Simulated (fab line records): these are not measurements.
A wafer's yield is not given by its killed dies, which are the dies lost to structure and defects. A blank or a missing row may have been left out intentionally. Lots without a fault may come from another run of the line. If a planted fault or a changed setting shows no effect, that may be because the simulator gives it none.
Matching of chambers / flow sky130 / SKY_FIELD_ISO_ETCH_17 on rie-si-02 has 3 sister chambers
The step etches Si in HBr/Cl2/O2, target depth 342 nm, time 97.7 s. 6 wafers are shown with their chamber, then 6 later ones without.

## EACH WAFER AND ITS CHAMBER
wafer=L718.2; chamber=3; oes-product-au (a.u.)=0.987; throttle-valve-pct (%)=25.657
wafer=L720.1; chamber=3; oes-product-au (a.u.)=0.990; throttle-valve-pct (%)=25.664
wafer=L720.5; chamber=1; oes-product-au (a.u.)=1.004; throttle-valve-pct (%)=25.659
wafer=L720.6; chamber=2; oes-product-au (a.u.)=0.991; throttle-valve-pct (%)=25.662
wafer=L729.1; chamber=1; oes-product-au (a.u.)=0.998; throttle-valve-pct (%)=25.666
wafer=L729.2; chamber=2; oes-product-au (a.u.)=0.989; throttle-valve-pct (%)=25.661

## WAFERS WITHOUT THEIR CHAMBER
wafer=L731.1; oes-product-au (a.u.)=1.003; throttle-valve-pct (%)=25.659
wafer=L731.5; oes-product-au (a.u.)=1.001; throttle-valve-pct (%)=25.647
wafer=L731.6; oes-product-au (a.u.)=0.983; throttle-valve-pct (%)=25.673
wafer=L733.3; oes-product-au (a.u.)=0.997; throttle-valve-pct (%)=25.652
wafer=L733.4; oes-product-au (a.u.)=0.991; throttle-valve-pct (%)=25.647
wafer=L733.5; oes-product-au (a.u.)=0.996; throttle-valve-pct (%)=25.680

## CHAMBER TAKEN BY EACH
wafer=L731.1; from the rows above=1; in truth=1
wafer=L731.5; from the rows above=can't be placed: 1 or 2 or 3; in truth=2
wafer=L731.6; from the rows above=can't be placed: 3 or 2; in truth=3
wafer=L733.3; from the rows above=can't be placed: 1 or 2 or 3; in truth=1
wafer=L733.4; from the rows above=can't be placed: 3 or 2 or 1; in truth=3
wafer=L733.5; from the rows above=can't be placed: 1 or 2 or 3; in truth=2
Correct placement for 1 of the 6. Cannot be placed on the basis of these rows: 5; the candidates contain the true chamber in 5. Number placed wrongly: 0.
How it was worked out, from the rows above alone: a wafer's distance from a chamber is the root of the sum, over the readings, of the square of ((its reading less the chamber's mean) divided by the reading's scatter). The wafer belongs to the nearest chamber; if the next one is less than 2 further off, it can't be placed. For every chamber, the mean is computed from those of its wafers that are shown. The scatter is the square root of a quotient: the sum, over the shown wafers, of each reading's squared deviation from its chamber's mean, divided by wafers minus chambers.
